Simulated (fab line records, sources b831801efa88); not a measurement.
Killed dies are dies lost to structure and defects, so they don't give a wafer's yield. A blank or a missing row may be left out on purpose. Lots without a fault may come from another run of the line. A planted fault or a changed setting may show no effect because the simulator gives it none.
One fault seen from 2 desks | flow sky130 | each desk has only its own numbers; what lay behind them comes last

THE METROLOGY DESK
What the gauges read, lot by lot, whatever tool the lot ran on: means of the sampled wafers that have a number. A lot is out of limits, marked OUT, if its mean lies more than 4 standard deviations from the usual mean; the brackets give that distance.
Columns: A = cd_nm at SKY_VIA1_CD_MEAS_12, usual 150.3 nm
lot  | first seen here | A
L264 | day 35 05:44    | 149.1
L265 | day 35 16:51    | 149.9
L266 | day 36 03:04    | 150.1
L267 | day 36 10:59    | 145.5
L269 | day 36 20:10    | 152.1
L276 | day 38 22:28    | 150.7
L278 | day 39 14:32    | 152.9
L280 | day 40 04:48    | 149.7
L281 | day 40 19:47    | 149.6
L282 | day 40 23:17    | 149.5
L283 | day 41 05:12    | 149.6
This desk's finding: nothing out of limits on any of the 11 lots.

THE TOOL OWNER'S DESK: litho_track-01
The tool's own readings at SKY_CONTACT_COAT_09 (resist thk 450 nm): means of the sampled wafers that have a number, for each lot that ran on this tool. A lot is out of limits, marked OUT, if its mean lies more than 4 standard deviations from the usual mean; the brackets give that distance.
Columns: A = exhaust_pa at SKY_CONTACT_COAT_09, usual 44.8 Pa
lot  | first seen here | A
L266 | day 33 05:00    | 45.1
L267 | day 33 13:00    | 44.5
L276 | day 36 02:00    | 44.9
L278 | day 36 19:00    | 45.2
This desk's finding: nothing out of limits on any of the 4 lots.

PUT TOGETHER
The metrology desk saw nothing out of limits.
The tool owner's desk saw nothing out of limits.

WHAT THE SIMULATOR HAD PUT IN
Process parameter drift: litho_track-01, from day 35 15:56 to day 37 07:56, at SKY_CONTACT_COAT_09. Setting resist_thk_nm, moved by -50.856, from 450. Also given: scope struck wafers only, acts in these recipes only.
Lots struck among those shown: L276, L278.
